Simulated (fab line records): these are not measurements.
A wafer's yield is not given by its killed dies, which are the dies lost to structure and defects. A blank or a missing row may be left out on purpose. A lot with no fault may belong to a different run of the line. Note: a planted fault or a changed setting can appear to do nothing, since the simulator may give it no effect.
Code-filled problem report in 8D (eight disciplines) form ; flow sky130 ; the parts of the form that need people (team, actions taken, sign-off) are left out

1. WHAT IS WRONG
At SKY_METAL2_EXPOSE_12, exposureDoseMJCm2 averages 27.30 over 6 wafers from 2 lots, while fault-free wafers read 27.99, standard deviation 0.044. Measured from the usual mean, that is -16 standard deviations.
The step: exposes mask MM2, target cd 140 nm.
First seen on wafer L271.1, day 37 19:27, on krfScanner-02. Wafers with a number at this step in the record: 36, from 12 lots. Rule for "out", or "out of limits": more than 4 standard deviations from the usual mean. The rest of the wafers with a number are treated as sound.

2. WHAT IT IS, AND WHAT IT ISN'T
question;is;is not
which readings at this step;exposureDoseMJCm2;-
which lots;L271, L272;L261, L262, L263, L265, L266, L269, L276, L277, L278, L282
which wafers of those lots;all that have a number;-
read on which tools;krfScanner-02;krfScanner-01
when;from day 37 19:27;"up to then (18 sound wafers); but 12 sound wafers of L276, L277, L278, L282 came after"

3. WHAT RULES OUT EACH SUSPECT
Counting: a tool at a process step up to the reading stays a suspect if it ran every lot that is out and no sound lot after the first of them.
- krfScanner-02 at SKY_METAL2_EXPOSE_12 (exposes mask MM2, target cd 140 nm): kept. Every lot that is out went through it, starting with L271 (day 37 19:27), and after that it ran no sound lot; the last sound lot it ran before then is L266 (day 36 03:03). Its own exposureDoseMJCm2 readings are out on those wafers.
Left after counting: krfScanner-02 at SKY_METAL2_EXPOSE_12.

4. THE CAUSE (what the simulator had put in)
Process parameter drift: krfScanner-02, from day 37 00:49 on, at SKY_METAL2_EXPOSE_12. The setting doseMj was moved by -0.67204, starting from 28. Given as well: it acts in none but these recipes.
Only this tool survived the counting.

5. THE CHAIN OF EFFECTS, in route order
Each row: a reading where the mean over the struck wafers with a number is more than 3 standard deviations away from the usual. Readings are gone through only where the record gives a usual standard deviation; hours: the median, over the lots, of the time from a lot's start at the first step in this table giving one to that lot's start at this step; sigmas: the change measured in usual standard deviations.
hours;step;reading;usual;on struck wafers;change;sigmas
0;SKY_METAL2_EXPOSE_12;exposureDoseMJCm2;27.99;27.30;-0.69;-16
The process steps in it:
- SKY_METAL2_EXPOSE_12: exposes mask MM2, target cd 140 nm.

6. HOW IT WOULD HAVE BEEN CAUGHT EARLIER
First out-of-limits reading in this record: day 37 19:27, which is 19 hours after fault onset at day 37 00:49.
